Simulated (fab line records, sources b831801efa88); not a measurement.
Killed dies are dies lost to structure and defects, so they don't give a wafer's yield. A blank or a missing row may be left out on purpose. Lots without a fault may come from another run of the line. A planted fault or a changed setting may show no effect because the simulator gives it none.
Which tool did it? | flow gf180mcu | 14 lots, 42 wafers sampled, at 5 steps of a route of 602

WHAT THE GAUGES READ, wafer by wafer
GF_HV_LDD_TW_MEAS_23. Usual: HV_LDD_2_TW 1056, standard deviation 7.4.
lot  | measured     | on            | HV_LDD_2_TW    | flag
L704 | day 10 16:52 | film_metro-03 | 1049 1047 1047 |
L705 | day 10 21:52 | film_metro-03 | 1056 1049 1052 |
L706 | day 11 06:21 | film_metro-04 | 1060 1060 1062 |
L707 | day 11 10:54 | film_metro-03 | 1057 1062 1061 |
L709 | day 12 03:30 | film_metro-02 | 1051 1051 1053 |
L713 | day 13 16:58 | film_metro-04 | 1061 1055 1060 |
L715 | day 14 09:33 | film_metro-04 | 1113 1113 1113 | OFF
L716 | day 14 18:11 | film_metro-03 | 1098 1098 1098 | OFF
L720 | day 16 08:39 | film_metro-03 | 1056 1052 1047 |
L723 | day 17 01:43 | film_metro-03 | 1055 1052 1050 |
L724 | day 17 03:32 | film_metro-04 | 1063 1059 1059 |
L725 | day 17 12:56 | film_metro-03 | 1056 1048 1054 |
L727 | day 18 00:13 | film_metro-03 | 1042 1049 1047 |
L726 | day 18 01:28 | film_metro-03 | 1050 1047 1047 |

GF_V1_OVL_MEAS_15. Usual: V1_OVL -1 nm, standard deviation 5.2.
lot  | measured     | on         | V1_OVL (nm) | flag
L704 | day 17 20:31 | overlay-01 | 0 -6 -4     |
L705 | day 18 03:40 | overlay-02 | 4 4 2       |
L706 | day 18 16:55 | overlay-01 | -9 -6 -4    |
L707 | day 18 21:58 | overlay-01 | -8 -10 -1   |
L709 | day 19 19:59 | overlay-01 | 5 4 -7      |
L713 | day 21 17:46 | overlay-01 | -3 -6 6     |
L715 | day 22 11:07 | overlay-01 | -4 -6 -6    |
L716 | day 22 19:29 | overlay-01 | -1 -3 -3    |
L720 | day 24 09:50 | overlay-01 | 2 7 6       |
L723 | day 25 04:41 | overlay-01 | 2 -1 6      |
L724 | day 25 05:06 | overlay-01 | -3 -5 -4    |
L725 | day 25 15:07 | overlay-01 | 5 1 2       |
L727 | day 26 00:56 | overlay-02 | 3 -1 -3     |
L726 | day 26 04:31 | overlay-01 | -2 -1 -5    |

GF_M2_OVL_MEAS_15. Usual: M2_OVL -7 nm, standard deviation 5.9.
lot  | measured     | on         | M2_OVL (nm) | flag
L704 | day 18 21:11 | overlay-01 | 0 -5 4      |
L705 | day 19 05:26 | overlay-01 | -12 -11 -12 |
L706 | day 19 19:09 | overlay-02 | -4 -4 -5    |
L707 | day 19 23:54 | overlay-02 | -11 -6 -7   |
L709 | day 20 21:29 | overlay-01 | -16 -14 -20 |
L713 | day 22 18:34 | overlay-01 | -6 -7 -2    |
L715 | day 23 10:58 | overlay-01 | -7 -8 -6    |
L716 | day 23 19:45 | overlay-01 | -14 -13 -9  |
L720 | day 25 08:54 | overlay-01 | -9 -6 -7    |
L723 | day 26 03:35 | overlay-02 | -6 -6 -12   |
L724 | day 26 04:24 | overlay-02 | 4 -5 -5     |
L725 | day 26 14:14 | overlay-01 | 5 1 5       |
L727 | day 26 22:55 | overlay-01 | -10 -13 -9  |
L726 | day 27 03:23 | overlay-01 | -9 -8 -7    |

WHICH TOOL RAN EACH LOT (tool, then ch and the chambers of the sampled wafers, then the start)
lot  | GF_HV_LDD_IMPLANT_21            | GF_V1_CVD_23
L704 | implanter-04 ch 0, day 10 16:37 | cvd_w-01 ch 0,1, day 17 21:20
L705 | implanter-02 ch 0, day 10 21:37 | cvd_w-01 ch 0,1, day 18 04:29
L706 | implanter-02 ch 0, day 11 06:06 | cvd_w-01 ch 0, day 18 17:43
L707 | implanter-04 ch 0, day 11 10:39 | cvd_w-02 ch 0, day 18 22:46
L709 | implanter-03 ch 0, day 12 03:15 | cvd_w-02 ch 0,1, day 19 20:47
L713 | implanter-02 ch 0, day 13 16:43 | cvd_w-01 ch 0,1, day 21 18:34
L715 | implanter-04 ch 0, day 14 09:19 | cvd_w-02 ch 0,1, day 22 11:55
L716 | implanter-04 ch 0, day 14 17:56 | cvd_w-02 ch 0,1, day 22 20:17
L720 | implanter-02 ch 0, day 16 08:24 | cvd_w-01 ch 0,1, day 24 10:40
L723 | implanter-02 ch 0, day 17 01:30 | cvd_w-01 ch 0,1, day 25 05:31
L724 | implanter-02 ch 0, day 17 03:17 | cvd_w-01 ch 0,1, day 25 05:54
L725 | implanter-04 ch 0, day 17 12:43 | cvd_w-01 ch 0,1, day 25 15:56
L727 | implanter-04 ch 0, day 17 23:58 | cvd_w-02 ch 0, day 26 01:43
L726 | implanter-02 ch 0, day 18 01:15 | cvd_w-02 ch 0,1, day 26 05:22
- GF_HV_LDD_IMPLANT_21
- GF_V1_CVD_23: deposits W, target thk 350 nm, time 105.05 s.

WHAT THE TOOLS THEMSELVES READ (means of the sampled wafers that have a number; where no wafer has one, the mark that the record gives instead)
GF_HV_LDD_IMPLANT_21. Usual: dose_ions_cm2 5e+13, standard deviation 6.4e+10; end_station_pressure_torr 5.22e-06 Torr, standard deviation 2.7e-07; faraday_current_uA 283, standard deviation 6.
lot  | tool         | dose_ions_cm2 | end_station_pressure_torr (Torr) | faraday_current_uA | flag
L704 | implanter-04 | 5e+13         | 5.61e-06                         | 286                |
L705 | implanter-02 | 5e+13         | 5.23e-06                         | 280                |
L706 | implanter-02 | 5e+13         | 5.23e-06                         | 280                |
L707 | implanter-04 | 5e+13         | 5.51e-06                         | 284                |
L709 | implanter-03 | 5e+13         | 5.34e-06                         | 280                |
L713 | implanter-02 | 5e+13         | 5.44e-06                         | 279                |
L715 | implanter-04 | 6e+13         | 5.41e-06                         | 324                | OFF
L716 | implanter-04 | 6e+13         | 5.18e-06                         | 320                | OFF
L720 | implanter-02 | 5e+13         | 5.08e-06                         | 286                |
L723 | implanter-02 | 5e+13         | 5.29e-06                         | 283                |
L724 | implanter-02 | 5e+13         | 5.31e-06                         | 281                |
L725 | implanter-04 | 5e+13         | 4.85e-06                         | 291                |
L727 | implanter-04 | 5e+13         | 5.35e-06                         | 284                |
L726 | implanter-02 | 5e+13         | 5.23e-06                         | 283                |

GF_V1_CVD_23. Usual: heater_power_w 806 W, standard deviation 79.
lot  | tool     | heater_power_w (W) | flag
L704 | cvd_w-01 | 804                |
L705 | cvd_w-01 | 759                |
L706 | cvd_w-01 | 715                |
L707 | cvd_w-02 | 779                |
L709 | cvd_w-02 | 847                |
L713 | cvd_w-01 | 763                |
L715 | cvd_w-02 | 830                |
L716 | cvd_w-02 | 828                |
L720 | cvd_w-01 | 758                |
L723 | cvd_w-01 | 752                |
L724 | cvd_w-01 | 761                |
L725 | cvd_w-01 | 762                |
L727 | cvd_w-02 | 788                |
L726 | cvd_w-02 | 820                |

THE ANSWER, worked out from the rows above alone
Rule: a lot is off if the mean of its wafers that have a number lies more than 3 standard deviations from the usual mean. A lot without any number at a reading at which 4 lots or more have one is off too. The other lots that the step has rows for count as sound. The gauges are gone through in route order, then the tools' own readings, and for those a lot's mean is taken as printed above. The first step at which some lot is off is used, and at that step the reading that is off furthest; a lot without a number counts as furthest.
Off: L715, L716, at GF_HV_LDD_TW_MEAS_23 (HV_LDD_2_TW).
A tool fits if, at a process step before that reading, it ran every lot that is off, and no sound lot after the first of them. The gauges at GF_HV_LDD_TW_MEAS_23 aren't tried: what is off there is off at GF_HV_LDD_IMPLANT_21 too, on other tools, and a gauge's error can't cause that. None of those tried fits.

WHAT THE SIMULATOR HAD PUT IN
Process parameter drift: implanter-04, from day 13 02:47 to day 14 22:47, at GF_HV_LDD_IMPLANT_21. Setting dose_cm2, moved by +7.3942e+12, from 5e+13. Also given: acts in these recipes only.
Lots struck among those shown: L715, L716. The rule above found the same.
